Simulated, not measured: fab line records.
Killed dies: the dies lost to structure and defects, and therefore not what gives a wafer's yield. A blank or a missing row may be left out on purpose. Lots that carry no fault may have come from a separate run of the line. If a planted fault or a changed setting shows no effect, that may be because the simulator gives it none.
Matching of chambers :: flow gf180mcu :: GF_V4_CMP_04 on cmp-01 has 4 sister chambers
The step polishes SiO2. 14 wafers are shown with their chamber, then 7 later ones without.

== WAFERS, EACH WITH ITS CHAMBER ==
wafer: L913.1
chamber: 1
motor-current-A (A): 12.2
edge-zone-pressure-frac: 1.005
time-to-endpoint-s (s): 83

wafer: L913.2
chamber: 0
motor-current-A (A): 10.2
edge-zone-pressure-frac: 0.999
time-to-endpoint-s (s): 79

wafer: L913.4
chamber: 3
motor-current-A (A): 13.0
edge-zone-pressure-frac: 1.002
time-to-endpoint-s (s): 83

wafer: L914.2
chamber: 2
motor-current-A (A): 13.7
edge-zone-pressure-frac: 1.006
time-to-endpoint-s (s): 76

wafer: L914.3
chamber: 1
motor-current-A (A): 13.0
edge-zone-pressure-frac: 0.999
time-to-endpoint-s (s): 74

wafer: L914.5
chamber: 2
motor-current-A (A): 13.6
edge-zone-pressure-frac: 1.003
time-to-endpoint-s (s): 82

wafer: L915.3
chamber: 2
motor-current-A (A): 13.4
edge-zone-pressure-frac: 1.004
time-to-endpoint-s (s): 80

wafer: L915.4
chamber: 0
motor-current-A (A): 9.9
edge-zone-pressure-frac: 1.000
time-to-endpoint-s (s): 84

wafer: L915.6
chamber: 0
motor-current-A (A): 10.1
edge-zone-pressure-frac: 1.004
time-to-endpoint-s (s): 81

wafer: L916.1
chamber: 3
motor-current-A (A): 12.4
edge-zone-pressure-frac: 0.990
time-to-endpoint-s (s): 80

wafer: L916.2
chamber: 0
motor-current-A (A): 10.0
edge-zone-pressure-frac: 1.004
time-to-endpoint-s (s): 82

wafer: L916.6
chamber: 2
motor-current-A (A): 14.1
edge-zone-pressure-frac: 1.002
time-to-endpoint-s (s): 91

wafer: L927.1
chamber: 0
motor-current-A (A): 10.3
edge-zone-pressure-frac: 1.003
time-to-endpoint-s (s): 75

wafer: L927.3
chamber: 1
motor-current-A (A): 12.9
edge-zone-pressure-frac: 1.002
time-to-endpoint-s (s): 81

SIGNATURES (averages over the wafers above)
reading: motor-current-A
chamber 0: 10.100
chamber 1: 12.700
chamber 2: 13.700
chamber 3: 12.700
scatter within a chamber: 0.303

reading: edge-zone-pressure-frac
chamber 0: 1.00200
chamber 1: 1.00200
chamber 2: 1.00375
chamber 3: 0.99600
scatter within a chamber: 0.00347

reading: time-to-endpoint-s
chamber 0: 80.20
chamber 1: 79.33
chamber 2: 82.25
chamber 3: 81.50
scatter within a chamber: 4.66
Rule: a wafer lies at a distance from a chamber equal to the root of the sum of squares, over the readings, of (its reading less the chamber's mean, divided by the reading's scatter). The wafer belongs to the nearest chamber; if the next one is less than 2 further off, it can't be placed. The scatter: the root of (the sum of the squares of (reading less its chamber's mean) over the shown wafers, divided by (wafers less chambers)).

== WAFERS WHOSE CHAMBER IS MISSING ==
wafer: L927.6
motor-current-A (A): 9.7
edge-zone-pressure-frac: 0.998
time-to-endpoint-s (s): 92

wafer: L932.1
motor-current-A (A): 12.6
edge-zone-pressure-frac: 1.004
time-to-endpoint-s (s): 76

wafer: L932.2
motor-current-A (A): 10.0
edge-zone-pressure-frac: 1.002
time-to-endpoint-s (s): 84

wafer: L932.4
motor-current-A (A): 13.1
edge-zone-pressure-frac: 1.003
time-to-endpoint-s (s): 85

wafer: L933.3
motor-current-A (A): 12.3
edge-zone-pressure-frac: 0.995
time-to-endpoint-s (s): 75

wafer: L933.4
motor-current-A (A): 13.7
edge-zone-pressure-frac: 1.003
time-to-endpoint-s (s): 82

wafer: L933.5
motor-current-A (A): 13.9
edge-zone-pressure-frac: 0.999
time-to-endpoint-s (s): 87

== WHICH CHAMBER EACH WENT THROUGH ==
wafer: L927.6
from the rows above: 0
in truth: 0

wafer: L932.1
from the rows above: can't be placed: 1 or 3
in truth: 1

wafer: L932.2
from the rows above: 0
in truth: 0

wafer: L932.4
from the rows above: can't be placed: 1 or 2 or 3
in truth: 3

wafer: L933.3
from the rows above: can't be placed: 3 or 1
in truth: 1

wafer: L933.4
from the rows above: 2
in truth: 2

wafer: L933.5
from the rows above: 2
in truth: 2
Correctly placed: 4 of 7. Not placeable from these rows: 3 (in 3, the candidates include the true chamber). 0 placed wrongly.
